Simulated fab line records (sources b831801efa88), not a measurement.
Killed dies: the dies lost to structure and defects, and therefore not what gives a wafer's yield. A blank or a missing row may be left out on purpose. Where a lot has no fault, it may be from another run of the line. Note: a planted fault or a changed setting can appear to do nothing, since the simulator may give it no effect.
fab line records -- flow sky130
record lots=6, wafers=18, last_day=50
route steps=708 shown LDD_HVP@280 LDD_LDN@289 PAD_OPEN@708
lots untouched by any fault: they come from a run of this same line in which no faults occurred
start_h: start of the lot's first displayed wafer, in hours after the record's first day -- wait_h: hours elapsed since this lot's preceding step -- " repeats the value in the row above -- L1.1+2: a row that stands for several wafers -- - no value, or no start given -- * or withheld: withheld -- < > ~ a bound
route shown NAME@n: NAME is a module with steps in the file, n the number in the route of the first one -- usual: mean/standard deviation of fault-free wafers -- same: alike in all rows -- chamber/n: place in a boat -- sites: the reading at each site -- _std_site: how widely they spread, as a standard deviation -- _edge_site: the outer-site mean with the inner-site mean subtracted -- radius_mm: how far each site lies from the wafer's centre -- mask NAME#n: copy n -- behind: the last tool/chamber to shape the wafer -- hold: cause of the lot's hold/its duration in hours/its outcome -- device: the n, p or np transistor that did not switch -- end of line: the route-end tests of the same wafers -- step lacking rows: just its recipe -- killed: not the wafer's yield, but the dies lost to structure and defects at the first sort -- map: shows each die of a wafer: x if killed, . if not, _ if none is there
set.NAME: setting as actually run; set.NAME@STEP: the setting as run at that earlier step -- model.NAME: the simulator's own value behind a step, which no gauge read
a table for each step, a row for each wafer; lots at some steps of the route
services: the hour from which a tool's chamber was out of use, counted from the record's first day as start_h (under 0 if before that day), plus the number of hours and why
## steps
# step SKY_LDD_HVP_COAT_02
# recipe resist=NOVOLAK, spin_rpm=3000, resist_thk_nm=300
# step SKY_LDD_HVP_SOFTBAKE_03
# recipe temp_c=90, time_s=60, resist=NOVOLAK
# step SKY_LDD_HVP_EXPOSE_04
# recipe mask_id=HVPTM, na=0.6, source_shape=conventional, sigma_outer=0.6, polarization=unpolarized, target_cd_nm=700, dose_mj=86
# step SKY_LDD_HVP_PEB_05
# recipe temp_c=withheld, time_s=*, resist=NOVOLAK
# step SKY_LDD_HVP_DEVELOP_06
# recipe resist=NOVOLAK, developer=TMAH, develop_time_s=60, dev_temp_c=23
# step SKY_LDD_HVP_OVL_MEAS_07
# usual LDD_HVP_OVL=-0.7/1.4
lot.wafer,tool,chamber,start_h,wait_h,LDD_HVP_OVL[nm]
L841.2,overlay-02,-,523.05,0.1,-0.2
L841.4,overlay-02,-,523.05,0.1,-2.2
L841.5,overlay-02,-,523.05,0.1,-0.8
L846.1,overlay-01,-,572.23,0.1,-0.6
L846.3,overlay-01,-,572.23,0.1,-0.5
L846.6,overlay-01,-,572.23,0.1,1.6
L849.1,overlay-01,-,591.64,0.1,-2.9
L849.4,overlay-01,-,591.64,0.1,-0.3
L849.5,overlay-01,-,591.64,0.1,-1.2
L850.3,overlay-01,-,603.03,0.1,-1.0
L850.5,overlay-01,-,603.03,0.1,-1.4
L850.6,overlay-01,-,603.03,0.1,-0.5
L857.2,overlay-01,-,659.90,0.1,-1.5
L857.3,overlay-01,-,659.90,0.1,-1.1
L857.6,overlay-01,-,659.90,0.1,-0.6
L861.3,overlay-02,-,690.36,0.1,-2.2
L861.4,overlay-02,-,690.36,0.1,-2.2
L861.5,overlay-02,-,690.36,0.1,-2.4
# step SKY_LDD_HVP_IMPLANT_08
# recipe species=B, energy_kev=20, dose_cm2=1.7e+13, tilt_deg=17.9
# step SKY_LDD_HVP_STRIP_09
# recipe chemistry=O2/N2, power_w=1400, pressure_mtorr=1500, platen_temp_c=withheld, o2_flow_sccm=3000, n2_flow_sccm=300, overash_fraction=0.5
# usual drypump_motor_current_A=5.9/0.41, n2_flow_sccm=300.1/0.97, o2_flow_sccm=3000/8, oes_product_au=0.408/0.0044, strip_time_to_endpoint_s=4.138/0.013
lot.wafer,tool,chamber,start_h,wait_h,drypump_motor_current_A,n2_flow_sccm,o2_flow_sccm,oes_product_au,rf_hours_counter_h,strip_time_to_endpoint_s
L841.2,plasma_asher-03,1,523.23,0.1,5.9,300.0,2988,0.409,7,4.152
L841.4,plasma_asher-03,1,523.23,0.1,5.9,300.7,2996,0.399,-,4.156
L841.5,plasma_asher-03,1,523.23,0.1,5.9,300.3,2992,0.414,-,4.131
L846.1,plasma_asher-02,0,572.41,0.1,6.4,301.7,2998,0.411,89,4.153
L846.3,plasma_asher-02,0,572.41,0.1,6.4,301.7,2999,0.422,-,4.145
L846.6,plasma_asher-02,0,572.41,0.1,6.4,299.4,3005,0.409,-,4.144
L849.1,plasma_asher-03,0,591.83,0.1,5.7,299.9,3009,0.412,14,4.155
L849.4,plasma_asher-03,0,591.83,0.1,5.7,301.4,3016,0.399,-,4.112
L849.5,plasma_asher-03,0,591.83,0.1,5.7,300.6,2997,0.406,-,4.131
L850.3,plasma_asher-04,1,603.24,0.1,6.3,299.7,2993,0.401,-,4.118
L850.5,plasma_asher-04,0,603.24,0.1,6.2,299.1,2975,0.410,-,4.118
L850.6,plasma_asher-04,1,603.24,0.1,6.3,299.4,3003,0.414,-,4.114
L857.2,plasma_asher-02,0,660.08,0.1,6.4,298.7,3005,0.410,97,4.129
L857.3,plasma_asher-02,0,660.08,0.1,6.4,299.1,3006,0.413,-,4.135
L857.6,plasma_asher-02,1,660.08,0.1,5.1,301.0,3007,0.402,-,4.147
L861.3,plasma_asher-03,1,690.56,0.1,5.9,299.1,2997,0.410,-,4.126
L861.4,plasma_asher-03,0,690.56,0.1,5.7,299.9,3005,0.406,-,4.101
L861.5,plasma_asher-03,1,690.56,0.1,5.9,301.0,3004,0.407,-,4.141
# step SKY_LDD_HVP_TW_MEAS_10
# usual LDD_HVP_TW=454/3.6
lot.wafer,tool,chamber,start_h,wait_h,LDD_HVP_TW
L841.2,film_metro-01,-,523.34,0.1,459
L841.4,film_metro-01,-,523.34,0.1,459
L841.5,film_metro-01,-,523.34,0.1,462
L846.1,film_metro-04,-,572.51,0.1,450
L846.3,film_metro-04,-,572.51,0.1,452
L846.6,film_metro-04,-,572.51,0.1,453
L849.1,film_metro-01,-,591.93,0.1,456
L849.4,film_metro-01,-,591.93,0.1,455
L849.5,film_metro-01,-,591.93,0.1,456
L850.3,film_metro-01,-,603.33,0.1,456
L850.5,film_metro-01,-,603.33,0.1,458
L850.6,film_metro-01,-,603.33,0.1,457
L857.2,film_metro-04,-,660.19,0.1,449
L857.3,film_metro-04,-,660.19,0.1,450
L857.6,film_metro-04,-,660.19,0.1,450
L861.3,film_metro-04,-,690.65,0.1,452
L861.4,film_metro-04,-,690.65,0.1,449
L861.5,film_metro-04,-,690.65,0.1,452
# step SKY_LDD_LDN_DEHYDRATE_00
# recipe temp_c=200, time_s=60
# step SKY_LDD_LDN_HMDS_01
# recipe prime_time_s=60, prime_temp_c=120
# step SKY_LDD_LDN_COAT_02
# recipe resist=NOVOLAK, spin_rpm=3000, resist_thk_nm=1140
# step SKY_LDD_LDN_SOFTBAKE_03
# recipe temp_c=90, time_s=60, resist=NOVOLAK
# usual heater_power_total_W=56.60/0.044, plate_temp_C=90.03/0.12
lot.wafer,tool,chamber,start_h,wait_h,heater_power_total_W,plate_temp_C
L841.2,litho_track-03,0,538.07,0.1,56.57,90.04
L841.4,litho_track-03,0,538.07,0.1,56.59,90.13
L841.5,litho_track-03,0,538.07,0.1,56.56,90.28
L846.1,litho_track-01,0,587.03,0.1,56.51,89.96
L846.3,litho_track-01,0,587.03,0.1,56.64,89.90
L846.6,litho_track-01,0,587.03,0.1,56.62,89.80
L849.1,litho_track-03,0,605.94,0.1,54.19,87.33
L849.4,litho_track-03,0,605.94,0.1,54.27,87.52
L849.5,litho_track-03,0,605.94,0.1,54.29,87.33
L850.3,litho_track-03,0,618.34,0.1,54.22,87.37
L850.5,litho_track-03,0,618.34,0.1,54.20,87.30
L850.6,litho_track-03,0,618.34,0.1,54.16,87.31
L857.2,litho_track-01,0,674.65,0.1,56.66,90.03
L857.3,litho_track-01,0,674.65,0.1,56.55,89.84
L857.6,litho_track-01,0,674.65,0.1,56.56,90.08
L861.3,litho_track-03,0,704.94,0.1,56.56,90.14
L861.4,litho_track-03,0,704.94,0.1,56.50,90.31
L861.5,litho_track-03,0,704.94,0.1,56.60,90.20
# step SKY_LDD_LDN_EXPOSE_04
# recipe mask_id=LDNTM, na=0.6, source_shape=conventional, sigma_outer=0.6, polarization=unpolarized, target_cd_nm=700, dose_mj=140
# step SKY_LDD_LDN_PEB_05
# recipe temp_c=withheld, time_s=*, resist=NOVOLAK
# step SKY_LDD_LDN_DEVELOP_06
# recipe resist=NOVOLAK, developer=TMAH, develop_time_s=60, dev_temp_c=23
lot.wafer,tool,chamber,start_h,wait_h,model.NOVOLAK_of_LDD_LDN_COAT_02.thk_nm
L841.2,litho_track-01,0,553.40,0.1,1142
L841.4,litho_track-01,0,553.40,0.1,1137
L841.5,litho_track-01,0,553.40,0.1,1141
L846.1,litho_track-01,0,601.38,0.1,1143
L846.3,litho_track-01,0,601.38,0.1,1140
L846.6,litho_track-01,0,601.38,0.1,1142
L849.1+5,litho_track-03,0,620.59,0.1,1147
L849.4,litho_track-03,0,620.59,0.1,1146
L850.3+5+6,litho_track-01,0,631.83,0.1,1147
L857.2,litho_track-03,0,688.32,0.1,1146
L857.3,litho_track-03,0,688.32,0.1,1145
L857.6,litho_track-03,0,688.32,0.1,1144
L861.3+4,litho_track-04,0,718.44,0.1,1138
L861.5,litho_track-04,0,718.44,0.1,1139
# step SKY_LDD_LDN_OVL_MEAS_07
# usual LDD_LDN_OVL=0.0/1.3
lot.wafer,tool,chamber,start_h,wait_h,LDD_LDN_OVL[nm]
L841.2,overlay-01,-,553.53,0.1,-1.4
L841.4,overlay-01,-,553.53,0.1,0.8
L841.5,overlay-01,-,553.53,0.1,0.4
L846.1,overlay-01,-,601.53,0.1,1.8
L846.3,overlay-01,-,601.53,0.1,1.2
L846.6,overlay-01,-,601.53,0.1,1.1
L849.1,overlay-01,-,620.74,0.1,-0.5
L849.4,overlay-01,-,620.74,0.1,-1.7
L849.5,overlay-01,-,620.74,0.1,0.9
L850.3,overlay-02,-,631.94,0.1,-2.4
L850.5,overlay-02,-,631.94,0.1,-2.8
L850.6,overlay-02,-,631.94,0.1,-0.7
L857.2,overlay-02,-,688.45,0.1,1.2
L857.3,overlay-02,-,688.45,0.1,-2.0
L857.6,overlay-02,-,688.45,0.1,-0.9
L861.3,overlay-01,-,718.55,0.1,1.2
L861.4,overlay-01,-,718.55,0.1,0.2
L861.5,overlay-01,-,718.55,0.1,0.3
# step SKY_PAD_OPEN_PROBE_99
# usual killed_at_M0_to_M3=43/6.7, killed_at_M4_up=3.2/1.8, killed_at_contacts=24/4.8, killed_at_front_end=16/4.2, killed_at_other=0.3/0.56, killed_dies=86/8.5, killed_open=47/6.7, killed_short=39/6
# same gross_dies=492, killed_at_back_side=0
lot.wafer,tool,chamber,start_h,wait_h,killed_at_M0_to_M3,killed_at_M4_up,killed_at_contacts,killed_at_front_end,killed_at_other,killed_dies,killed_open,killed_short
L846.1,prober-01,-,1126.85,0.1,47,1,19,12,0,79,41,38
L846.3,prober-01,-,1126.95,0.2,42,5,24,8,0,79,46,33
L846.6,prober-01,-,1127.10,0.2,50,10,22,8,0,90,56,34
L849.1,prober-02,-,1138.45,0.1,38,4,33,18,0,93,56,36
L849.4,prober-02,-,1138.60,0.2,49,3,24,19,2,97,51,44
L849.5,prober-02,-,1138.65,0.2,41,3,36,15,0,95,60,35
L850.3,prober-01,-,1145.06,0.2,48,5,21,12,0,86,45,41
L850.5,prober-01,-,1145.16,0.2,32,5,24,20,0,81,47,34
L850.6,prober-01,-,1145.21,0.2,41,4,36,11,0,92,45,47
L857.2,prober-02,-,1178.81,0.1,37,5,19,22,0,83,47,36
L857.3,prober-02,-,1178.86,0.2,43,1,23,21,0,88,44,44
L857.6,prober-02,-,1179.01,0.2,38,3,20,16,0,77,44,33
# killed by level:class
L846.1 VIA1:geometric_particle:open=11 CONTACT:geometric_particle:open=8 VIA1:geometric_particle:short=8 METAL1:geometric_particle:short=7 METAL2:geometric_particle:short=5 LI_CONTACT:geometric_particle:open=4 LI_CONTACT:geometric_particle:short=4 VIA3:geometric_particle:open=4
L846.3 VIA1:geometric_particle:open=9 LI_CONTACT:geometric_particle:open=8 VIA3:geometric_particle:open=7 CONTACT:geometric_particle:open=7 VIA2:geometric_particle:open=7 VIA1:geometric_particle:short=6 LOCAL_INTERCONNECT:geometric_particle:short=4 METAL1:geometric_particle:short=4
L846.6 VIA3:geometric_particle:open=16 VIA1:geometric_particle:open=12 CONTACT:geometric_particle:open=11 METAL4:geometric_particle:short=9 LI_CONTACT:geometric_particle:open=6 VIA2:geometric_particle:open=5 METAL2:geometric_particle:short=4 CONTACT:geometric_particle:short=3
L849.1 CONTACT:geometric_particle:open=16 LI_CONTACT:geometric_particle:open=9 VIA2:geometric_particle:open=8 POLY_GATE:geometric_particle:short=5 VIA1:geometric_particle:open=5 METAL1:geometric_particle:short=5 METAL2:geometric_particle:short=5 VIA3:geometric_particle:open=5
L849.4 VIA1:geometric_particle:open=15 METAL1:geometric_particle:short=10 CONTACT:geometric_particle:open=8 METAL2:geometric_particle:short=7 VIA2:geometric_particle:open=6 LI_CONTACT:geometric_particle:open=5 POLY_GATE:geometric_particle:short=5 FIELD_ISO:geometric_particle:open=4
L849.5 CONTACT:geometric_particle:open=15 LI_CONTACT:geometric_particle:open=11 VIA1:geometric_particle:open=8 POLY_GATE:geometric_particle:open=7 CONTACT:geometric_particle:short=7 METAL2:geometric_particle:short=7 VIA3:geometric_particle:open=7 METAL2:geometric_particle:open=4
L850.3 VIA1:geometric_particle:open=10 CONTACT:geometric_particle:open=7 VIA2:geometric_particle:open=7 CONTACT:geometric_particle:short=6 VIA1:geometric_particle:short=6 VIA3:geometric_particle:open=6 LI_CONTACT:geometric_particle:open=5 METAL1:geometric_particle:short=5
L850.5 LI_CONTACT:geometric_particle:open=8 VIA1:geometric_particle:open=8 POLY_GATE:geometric_particle:open=7 CONTACT:geometric_particle:short=7 CONTACT:geometric_particle:open=6 VIA2:geometric_particle:short=5 FIELD_ISO:geometric_particle:open=4 FIELD_ISO:geometric_particle:short=4
L850.6 CONTACT:geometric_particle:open=12 VIA1:geometric_particle:open=10 LI_CONTACT:geometric_particle:open=8 CONTACT:geometric_particle:short=7 METAL2:geometric_particle:short=7 FIELD_ISO:geometric_particle:short=5 LI_CONTACT:geometric_particle:short=5 METAL1:geometric_particle:short=5
L857.2 VIA1:geometric_particle:open=10 FIELD_ISO:geometric_particle:open=6 CONTACT:geometric_particle:open=6 POLY_GATE:geometric_particle:open=5 METAL1:geometric_particle:short=5 VIA2:geometric_particle:open=5 LI_CONTACT:geometric_particle:short=4 LI_CONTACT:geometric_particle:open=4
L857.3 CONTACT:geometric_particle:open=9 VIA3:geometric_particle:open=8 FIELD_ISO:geometric_particle:short=7 LI_CONTACT:geometric_particle:open=7 METAL2:geometric_particle:short=7 POLY_GATE:geometric_particle:short=5 VIA1:geometric_particle:open=5 VIA3:geometric_particle:short=5
L857.6 VIA1:geometric_particle:open=9 VIA3:geometric_particle:open=6 LI_CONTACT:geometric_particle:open=6 CONTACT:geometric_particle:open=6 VIA1:geometric_particle:short=6 FIELD_ISO:geometric_particle:short=5 FIELD_ISO:geometric_particle:open=5 METAL1:geometric_particle:short=5
## services
tool,chamber,start_h,hours,kind
plasma_asher-04,-,549.07,2.0,repair
litho_track-03,-,572.88,-,consumable_replace:filter
plasma_asher-02,-,600.68,8.6,repair
plasma_asher-04,-,648.35,5.8,pm
plasma_asher-04,-,655.40,1.8,repair
## key
first_sign step=SKY_LDD_LDN_SOFTBAKE_03, reading=heater_power_total_W, direction=down, sigmas=54, usual=*, struck=*
effect step=SKY_LDD_LDN_SOFTBAKE_03, reading=plate_temp_C, direction=down, sigmas=22, usual=*, struck=*
model_effect step=SKY_LDD_LDN_DEVELOP_06, value=NOVOLAK_of_LDD_LDN_COAT_02.thk_nm, without=1139, struck=1147
met_at SKY_LDD_LDN_SOFTBAKE_03
struck_wafers L849.1,L849.4,L849.5,L850.3,L850.5,L850.6
tester_left_out L849,L850
onset_between 538.07 605.94
fault kind=process_parameter_drift, tool=litho_track-03, chamber=-, onset_h=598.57, steps=SKY_LDD_LDN_SOFTBAKE_03, channel=temp_c, offset=*, shape=step, end_h=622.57, acts_in=*, stated=*
# tester_left_out: of these lots the tester's yield and bins aren't shown, on N5 and GAA mostly nor the transistor test; their killed dies are dies lost to structure and defects alone, not to doping, threshold or leakage, so they don't give the yield
